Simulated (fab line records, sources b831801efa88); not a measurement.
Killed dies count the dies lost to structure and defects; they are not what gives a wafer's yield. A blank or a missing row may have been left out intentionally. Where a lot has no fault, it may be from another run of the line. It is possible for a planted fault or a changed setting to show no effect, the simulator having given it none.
Which tool is to blame? -- flow sky130 -- 14 lots, 42 wafers sampled, at 4 steps of a route of 708

## WHAT THE GAUGES READ, wafer by wafer
SKY_VIA3_CD_MEAS_12 targets a cd of 200 nm. Usual: cdNm 200.4 nm, standard deviation 1.5.
lot,measured,on,cdNm (nm),flag
L985,day 39 19:23,cdSem-02,201.3 202.5 201.3,
L986,day 40 07:34,cdSem-02,199.6 199.9 200.1,
L989,day 41 08:19,cdSem-01,199.6 199.7 200.4,
L992,day 42 12:46,cdSem-02,201.4 201.5 200.7,
L994,day 42 15:15,cdSem-01,202.7 201.0 201.5,
L996,day 43 04:04,cdSem-02,202.2 201.0 200.8,
L997,day 43 14:05,cdSem-01,201.5 201.4 201.8,
L998,day 43 20:02,cdSem-01,200.1 200.1 200.0,
L999,day 43 22:30,cdSem-02,201.6 201.5 201.1,
L100,day 44 04:08,cdSem-01,202.2 202.0 202.7,
L101,day 44 13:55,cdSem-02,197.2 196.4 196.4,
L102,day 44 22:08,cdSem-01,198.9 197.1 199.0,
L103,day 45 09:41,cdSem-02,200.0 201.7 199.0,
L107,day 45 21:25,cdSem-02,201.5 200.3 201.1,

SKY_METAL4_OVL_MEAS_14. Usual: METAL4_OVL gives -4 nm (standard deviation 4.8).
lot,measured,on,METAL4_OVL (nm),flag
L985,day 41 21:08,overlay-01,9 7 6,
L986,day 42 09:37,overlay-02,-7 -4 -7,
L989,day 43 10:23,overlay-02,0 -1 -9,
L992,day 44 12:29,overlay-02,-6 0 4,
L994,day 44 15:05,overlay-01,2 -8 -3,
L996,day 45 03:23,overlay-01,-5 -13 -10,
L997,day 45 12:20,overlay-01,4 -7 0,
L998,day 45 16:57,overlay-02,-8 -7 -10,
L999,day 45 21:11,overlay-02,-2 -2 -4,
L100,day 46 01:59,overlay-02,-2 -4 0,
L103,day 47 05:29,overlay-01,-1 -10 -9,
L107,day 47 15:26,overlay-02,-3 -5 -6,

## TOOL THAT RAN EACH LOT (tool first, then ch and the chambers of the sampled wafers, then the start)
lot,SKY_CAP2M_DEVELOP_11,SKY_CAP2M_METAL_ETCH_13
L985,"lithoTrack-01 ch 0, day 40 20:31","rieMetal-01 ch 0,1, day 40 20:42"
L986,"lithoTrack-02 ch 0, day 41 09:07","rieMetal-04 ch 0,1, day 41 09:15"
L989,"lithoTrack-02 ch 0, day 42 09:49","rieMetal-01 ch 1, day 42 09:59"
L992,"lithoTrack-03 ch 0, day 43 13:25","rieMetal-03 ch 0, day 43 13:36"
L994,"lithoTrack-03 ch 0, day 43 15:58","rieMetal-03 ch 0,1, day 43 16:07"
L996,"lithoTrack-03 ch 0, day 44 04:32","rieMetal-01 ch 0, day 44 04:43"
L997,"lithoTrack-03 ch 0, day 44 14:28","rieMetal-03 ch 0,1, day 44 14:39"
L998,"lithoTrack-03 ch 0, day 44 18:58","rieMetal-01 ch 0,1, day 44 19:07"
L999,"lithoTrack-02 ch 0, day 44 22:35","rieMetal-04 ch 0,1, day 44 22:45"
L100,"lithoTrack-02 ch 0, day 45 03:40","rieMetal-01 ch 0,1, day 45 03:50"
L101,"lithoTrack-02, day 45 12:49","rieMetal-01 ch 0,1, day 45 12:59"
L102,"lithoTrack-03, day 45 20:35","rieMetal-03 ch 0,1, day 45 20:45"
L103,"lithoTrack-03 ch 0, day 46 08:07","rieMetal-03 ch 1, day 46 08:18"
L107,"lithoTrack-01 ch 0, day 46 18:46","rieMetal-03 ch 0, day 46 18:57"
- SKY_CAP2M_DEVELOP_11: develop time 60 s.
- SKY_CAP2M_METAL_ETCH_13: etches TiN in Cl2/BCl3, stops on SiO2, target depth 220 nm, time 62.9 s.

## AS READ BY THE TOOLS THEMSELVES (means over the sampled wafers that have a number; for cases with no such wafer, the mark the record gives instead)
SKY_CAP2M_DEVELOP_11. Usual: chillPlateTempC 23.01 C, standard deviation 0.11.
lot,tool,chillPlateTempC (C),flag
L985,lithoTrack-01,22.83,
L986,lithoTrack-02,23.06,
L989,lithoTrack-02,22.99,
L992,lithoTrack-03,23.14,
L994,lithoTrack-03,22.91,
L996,lithoTrack-03,22.90,
L997,lithoTrack-03,22.97,
L998,lithoTrack-03,22.97,
L999,lithoTrack-02,23.11,
L100,lithoTrack-02,23.04,
L101,lithoTrack-02,-,OFF
L102,lithoTrack-03,-,OFF
L103,lithoTrack-03,23.00,
L107,lithoTrack-01,23.14,

SKY_CAP2M_METAL_ETCH_13. Usual: drypumpMotorCurrentA 5.80 A, standard deviation 0.25; oesProductAu 0.942 a.u., standard deviation 0.0071; rfFwdPowerW 891 W, standard deviation 3.5; throttleValvePct 21.903 %, standard deviation 0.011.
lot,tool,drypumpMotorCurrentA (A),oesProductAu (a.u.),rfFwdPowerW (W),throttleValvePct (%),flag
L985,rieMetal-01,5.85,0.935,895,21.905,
L986,rieMetal-04,5.96,0.935,891,21.907,
L989,rieMetal-01,5.72,0.941,891,21.913,
L992,rieMetal-03,5.83,0.941,890,21.903,
L994,rieMetal-03,5.69,0.938,889,21.910,
L996,rieMetal-01,6.09,0.947,891,21.894,
L997,rieMetal-03,5.54,0.945,890,21.894,
L998,rieMetal-01,5.86,0.942,893,21.914,
L999,rieMetal-04,5.98,0.935,890,21.911,
L100,rieMetal-01,5.99,0.942,894,21.912,
L101,rieMetal-01,5.98,0.944,891,21.892,
L102,rieMetal-03,5.55,0.941,890,21.900,
L103,rieMetal-03,5.39,0.955,893,21.903,
L107,rieMetal-03,5.82,0.952,890,21.900,

## THE ANSWER, worked out from the rows above alone
Rule: a lot counts as off when the mean over its wafers that have a number is more than 3 standard deviations away from the usual mean. Also off: a lot with no number at a reading for which 4 or more lots have one. Any other lot the step has rows for is counted as sound. The gauges are gone through in route order, then the tools' own readings, and for those a lot's mean is taken as printed above. At the first step where some lot is off, the reading lying furthest off is the one used; lots without a number count as furthest.
Off at SKY_CAP2M_DEVELOP_11 (chillPlateTempC): L101, L102. Without a number there: L101, L102.
A tool fits if, at that step or a process step before it, it ran every lot that is off, and no sound lot after the first of them. Of those tried, none fits.

## WHAT HAD BEEN PUT IN BY THE SIMULATOR
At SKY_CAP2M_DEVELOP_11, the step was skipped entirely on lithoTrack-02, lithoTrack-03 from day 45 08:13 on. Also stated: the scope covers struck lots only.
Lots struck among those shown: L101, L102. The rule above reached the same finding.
